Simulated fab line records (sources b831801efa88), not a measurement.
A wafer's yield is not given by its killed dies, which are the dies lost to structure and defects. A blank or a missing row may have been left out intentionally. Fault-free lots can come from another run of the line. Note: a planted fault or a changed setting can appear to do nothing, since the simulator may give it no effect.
A struck lot beside a sound one | flow gf180mcu | 37 out of 602 route steps
Sound: the wafers L536.1, L536.2, L536.3. Struck: wafer L544.1 (left out: L544.3, L544.6 of the same lot, which were not struck); the cause appears at the end.
At each step with rows: each side's tool, then ch and its chambers, then its first start. Under that, the readings that differ: sound wafers | struck wafers | difference of the means | sigmas: that difference in standard deviations of wafers without a fault.
alike: readings whose means differ by less than 2 such deviations, and words and numbers that are the same on both sides. not compared: withheld readings, readings that some wafer has no value for, bounds like >300 that may hide the same value, and numbers for which the record gives no deviation and whose values overlap.
A row with sigmas, a row that says differs or no value, or rows on one side alone: a step with any of these is where the two part. Non-overlapping numbers with no deviation appear without sigmas and do not part them. A reading missing from all wafers of one side parts the sides only when that side holds two or more wafers.

first, 2 steps without rows for these wafers: GF_M1_PEB_12 (peb time 90 s); GF_M1_DEVELOP_13 (develop time 60 s).
GF_M1_CD_MEAS_14: target cd 230 nm.
  sound on cd_sem-01 at day 19 17:41; struck on cd_sem-02 at day 22 04:41
  alike: cd_nm
GF_M1_OVL_MEAS_15:
  sound on overlay-01 at day 19 17:49; struck on overlay-01 at day 22 04:48
  reading     | sound      | struck | difference | sigmas
  M1_OVL (nm) | -10 -11 -9 | 4      | +14        | +2
GF_M1_METAL_ETCH_16: etches the open film in Cl2/BCl3, stops on SiO2, target depth 750.8 nm, time 125.1 s.
  sound on rie_metal-03 ch 0,1, day 19 17:50; struck on rie_metal-02 ch 1, day 22 04:50
  alike: drypump_motor_current_A, oes_product_au, throttle_valve_pct
  not compared: rf_hours_counter_h
then, 4 steps without rows for these wafers: GF_M1_STRIP_17 (strips in O2/N2); GF_M1_STRIP_18 (strips in post etch residue remover, time 1200 s); GF_M1_CLEAN_19 (cleans in DIW); GF_V1_CVD_00 (deposits SiO2, target thk 600 nm, time 100 s).
GF_V1_THK_MEAS_01:
  sound on film_metro-03 at day 19 18:35; struck on film_metro-03 at day 22 05:35
  alike: V1_CVD_00_THK
then, 1 step without rows for these wafers: GF_V1_CVD_02 (deposits SiO2 from TEOS, target thk 850 nm, time 94.851 s).
GF_V1_THK_MEAS_03:
  sound on film_metro-01 at day 19 18:43; struck on film_metro-04 at day 22 05:43
  alike: V1_CVD_02_THK
GF_V1_CMP_04: polishes SiO2.
  sound on cmp-01 ch 0,2,3, day 19 18:46; struck on cmp-02 ch 1, day 22 05:46
  reading                             | sound             | struck | difference | sigmas
  time_to_endpoint_s (s)              | 86 79 86          | 104    | +20        | +4
  model.SiO2_of_V1_CVD_02.thk_nm (nm) | 632.1 631.2 633.7 | 707    | +75        |
  alike: head_pressure_psi, motor_current_A
GF_V1_BOW_MEAS_05:
  sound on film_metro-03 at day 19 19:04; struck on film_metro-04 at day 22 06:04
  alike: V1_BOW
then, 8 steps without rows for these wafers: GF_V1_DEHYDRATE_06 (time 60 s); GF_V1_HMDS_07 (prime time 60 s); GF_V1_COAT_08; GF_V1_COAT_09 (resist thk 1000 nm); GF_V1_SOFTBAKE_10 (time 60 s); GF_V1_EXPOSE_11 (exposes mask Via1, target cd 260 nm); GF_V1_PEB_12 (peb time 90 s); GF_V1_DEVELOP_13 (develop time 60 s).
GF_V1_CD_MEAS_14: target cd 260 nm.
  sound on cd_sem-02 at day 20 18:56; struck on cd_sem-02 at day 23 05:59
  alike: cd_nm
GF_V1_OVL_MEAS_15:
  sound on overlay-01 at day 20 19:04; struck on overlay-01 at day 23 06:07
  reading     | sound      | struck | difference | sigmas
  V1_OVL (nm) | -5 -14 -12 | 2      | +12        | +2
GF_V1_ETCH_16: etches BARC in N2/H2.
  sound on rie_diel-03 ch 1,2,3, day 20 19:05; struck on rie_diel-03 ch 2, day 23 06:08
  reading                | sound                | struck | difference | sigmas
  throttle_valve_pct (%) | 13.231 13.242 13.228 | 13.214 | -0.020     | -2
  alike: drypump_motor_current_A, oes_product_au
GF_V1_ETCH_17: etches SiO2 in C4F8/O2/Ar, stops on TiN, target depth 630 nm.
  sound: rie_diel-03 ch 1,2,3; struck: rie_diel-03 ch 2
  reading                        | sound             | struck | difference | sigmas
  oes_product_au (a.u.)          | 0.860 0.856 0.859 | 0.912  | +0.054     | +11
  model.etch.depth_nm (nm)       | 632.1 631.2 633.7 | 707    | +75        |
  model.V1.feature_depth_nm (nm) | 632.1 631.2 633.7 | 707    | +75        |
GF_V1_STRIP_18: strips in O2/N2.
  sound on plasma_asher-01 ch 0,1, day 20 19:13; struck on plasma_asher-04 ch 1, day 23 06:16
  alike: drypump_motor_current_A, heater_power_w, oes_product_au
  not compared: rf_hours_counter_h
then, 4 steps without rows for these wafers: GF_V1_STRIP_19 (strips in post etch residue remover, time 1200 s); GF_V1_CLEAN_20 (cleans in DIW); GF_V1_SPUTTER_21 (material Ti, target thk 15 nm, time 80.02 s); GF_V1_SPUTTER_22 (material TiN, target thk 10 nm, time 40 s).
GF_V1_CVD_23: deposits W, target thk 350 nm, time 105.05 s.
  sound on cvd_w-02 ch 0,1, day 20 19:52; struck on cvd_w-01 ch 0, day 23 07:15
  alike: heater_power_w
GF_V1_RS_MEAS_24: the measuring method here is four-point-probe.
  sound on film_metro-03 at day 20 19:58; struck on film_metro-03 at day 23 07:22
  alike: V1_W_RS
GF_V1_THK_MEAS_25: measures by xrf.
  sound on film_metro-03 at day 20 20:05; struck on film_metro-03 at day 23 07:29
  alike: V1_W_THK
GF_V1_CMP_26: polishes, stops on SiO2, t overpolish 15 s, target thk 0 nm.
  sound on cmp-01 ch 0,1,3, day 20 20:09; struck on cmp-02 ch 1, day 23 07:32
  reading                             | sound             | struck | difference | sigmas
  model.SiO2_of_V1_CVD_02.thk_nm (nm) | 628.4 627.4 629.9 | 703.2  | +74.6      |
  alike: head_pressure_psi, motor_current_A
GF_M2_SPUTTER_00: material Ti, target thk 37.5 nm, time 150 s.
  sound on pvd_sputter-03 at day 20 20:27; struck on pvd_sputter-03 at day 23 07:50
  alike: substrate_temp_c, throttle_valve_pct
-- the record jumps here: 10 days lie between the struck wafers' starts before and after (it left off in module M2 and takes up again in module PASSIVATION, whose first step shown is number 602 of the route) --
GF_PASSIVATION_PROBE_99:
  record: rows for the struck wafers here (prober-02, day 33 02:58), none for the sound ones

## WHERE THEY PART
Last at GF_PASSIVATION_PROBE_99 as far as this record goes, first at GF_M1_OVL_MEAS_15.

WHY: the cause the simulator had injected
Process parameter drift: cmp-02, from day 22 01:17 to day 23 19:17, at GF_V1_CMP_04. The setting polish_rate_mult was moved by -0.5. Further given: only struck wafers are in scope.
